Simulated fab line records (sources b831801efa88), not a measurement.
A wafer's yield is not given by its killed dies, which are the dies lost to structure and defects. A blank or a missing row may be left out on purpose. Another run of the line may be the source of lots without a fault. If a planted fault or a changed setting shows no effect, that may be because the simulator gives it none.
A lot that was struck, set against a sound lot    flow sky130    22 steps out of a route of 708
Sound: wafers L405.1, L405.2, L405.6. Struck: wafers L414.2, L414.3, L414.5. The cause is named last.
Order at every step that has rows: each side's tool, ch and its chambers, its first start. Under that, the readings that differ: sound wafers    struck wafers    difference of the means    sigmas: that difference in standard deviations of wafers without a fault.
alike: words and numbers the same on both sides, and readings whose means are apart by under 2 such deviations; not compared: readings that were withheld, readings missing a value for some wafer, numbers with overlapping values and no deviation given by the record, and bounds like >300 which may hide the same value.
The two part at a step that has a row with sigmas, a row that says differs or no value, or rows on one side only. Numbers that have no deviation but don't overlap get no sigmas and don't part them. A reading missing from all wafers of one side parts the sides only when that side holds two or more wafers.

first, 2 steps without rows for these wafers: SKY_RES_PROTECT_DEVELOP_06 (develop time 60 s); SKY_POLY_GATE_IMPLANT_02.
SKY_RES_PROTECT_STRIP_07: strips in O2/N2.
  sound on plasmaAsher-01 ch 0,1, day 17 03:50; struck on plasmaAsher-04 ch 0,1, day 20 12:25
  alike: drypumpMotorCurrentA, oesProductAu, stripTimeToEndpointS
  not compared: rfHoursCounterH
SKY_RES_PROTECT_TW_MEAS_08:
  struck on filmMetro-04, day 20 12:32; sound on filmMetro-03, day 17 03:56
  alike: POLY_GATE_TW
then, 2 steps without rows for these wafers: SKY_RES_PROTECT_CLEAN_09 (cleans in SC1/SC2, time 150 s); SKY_POLY_GATE_CVD_03 (deposits Si3N4 from DCS/NH3, target thk 75 nm, time 1290 s).
SKY_POLY_GATE_THK_MEAS_04:
  struck on filmMetro-01, day 20 16:23; sound on filmMetro-03, day 17 07:34
  alike: POLY_GATE_CVD_03_THK
then, 5 steps without rows for these wafers: SKY_POLY_GATE_DEHYDRATE_05 (time 60 s); SKY_POLY_GATE_HMDS_06 (prime time 60 s); SKY_POLY_GATE_COAT_07 (resist thk 110 nm); SKY_POLY_GATE_COAT_08 (resist thk 450 nm); SKY_POLY_GATE_SOFTBAKE_09 (time 90 s).
SKY_POLY_GATE_EXPOSE_10: exposes mask P1M, target cd 150 nm.
  sound on krfScanner-01 ch 0, day 17 22:24; struck on krfScanner-01 ch 0, day 21 07:51
reading            sound              struck             difference  sigmas
exposureDoseMJCm2  27.95 27.92 27.97  29.66 29.64 29.66  +1.71       +55
  alike: mask
then, 2 steps without rows for these wafers: SKY_POLY_GATE_PEB_11; SKY_POLY_GATE_DEVELOP_12 (develop time 60 s).
SKY_POLY_GATE_CD_MEAS_13: target cd 150 nm.
  struck on cdSem-01, day 21 22:12; sound on cdSem-02, day 18 13:16
reading    sound              struck             difference  sigmas
cdNm (nm)  149.4 150.0 148.9  137.5 137.4 138.2  -11.7       -7
SKY_POLY_GATE_OVL_MEAS_14:
  struck on overlay-01, day 21 22:19; sound on overlay-01, day 18 13:23
  alike: POLY_GATE_OVL
SKY_POLY_GATE_ETCH_15: etches BARC in N2/H2, stops on SiO2, time 118.5 s, target depth 110 nm.
  sound on rieDiel-04 ch 0,1,2, day 18 13:26; struck on rieDiel-03 ch 1,2, day 21 22:20
reading                    sound              struck           difference  sigmas
model.POLY_GATE.cdNm (nm)  147.1 150.8 144.6  137 140.7 142.5  -7          
  alike: drypumpMotorCurrentA, oesProductAu, throttleValvePct
  not compared: rfHoursCounterH
SKY_POLY_GATE_ETCH_16: etches Si3N4 in CH3F/O2, stops on poly-Si, time 147.5 s, target depth 75 nm.
  sound on rieDiel-04 ch 0,1,2, day 18 13:31; struck on rieDiel-03 ch 1,2, day 21 22:25
  alike: drypumpMotorCurrentA, oesProductAu, throttleValvePct
  not compared: rfHoursCounterH
SKY_POLY_GATE_ETCH_17: etches poly-Si in HBr/Cl2, stops on SiO2, target depth 180 nm, time 70.5 s.
  sound on rieSi-01 ch 0,1,3, day 18 13:37; struck on rieSi-01 ch 0,3, day 21 22:31
reading                    sound              struck             difference  sigmas
model.POLY_GATE.cdNm (nm)  148.2 151.4 146.1  138.2 141.8 143.2  -7.5        
  alike: drypumpMotorCurrentA, oesProductAu, throttleValvePct
  not compared: rfHoursCounterH
SKY_POLY_GATE_STRIP_18: strips in O2/N2.
  sound on plasmaAsher-03 ch 0,1, day 18 13:40; struck on plasmaAsher-04 ch 0,1, day 21 22:34
  alike: drypumpMotorCurrentA, oesProductAu, stripTimeToEndpointS
  not compared: rfHoursCounterH
-- record jumps: 28 days separate the struck wafers' starts on either side; left off in module POLY_GATE, taken up again in module PAD_OPEN, whose first shown step is the route's number 708 --
SKY_PAD_OPEN_PROBE_99:
  struck on prober-01, day 49 12:41; sound on prober-02, day 47 03:58
reading                                 sound              struck             difference  sigmas
killed_at_M4_up                         6 7 3              1 3 1              -4          -2
model.etest.pfet_01v8.rOnOhmUm          2884 2914 2824     2779 2806 2808     -76         
model.etest.resPoly.lineOhmUm           509.4 491.7 524.1  579 558.6 555.6    +56         
model.etest.nfet_01v8.rOnOhmUm          833.2 862.5 818.2  786.8 798.2 795.7  -44.4       
model.etest.nfet_01v8_lvt.driveUaUm     577.7 555.1 581.5  597.2 605.7 601.1  +29.9       
model.etest.nfet_01v8.driveUaUm         508.4 487.2 516    524.5 534.6 525    +24.2       
model.etest.nfet_01v8_turned.driveUaUm  505.8 487.4 513    527.4 531.5 528.1  +26.9       
  alike: killed_at_M0_to_M3, killedAtContacts, killedAtFrontEnd, killedAtOther, killedDies, killedOpen, killedShort
  not compared: model.etest.sonosUncharged.rOnOhmUm, model.etest.resHighPo.lineOhmUm

== WHERE THEY PART ==
At SKY_POLY_GATE_EXPOSE_10 first; at SKY_PAD_OPEN_PROBE_99 last (within this record only).

WHY: the cause the simulator had injected
Process parameters drifting: krfScanner-01 at SKY_POLY_GATE_EXPOSE_10, beginning at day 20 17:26. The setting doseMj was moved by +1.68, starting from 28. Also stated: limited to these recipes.
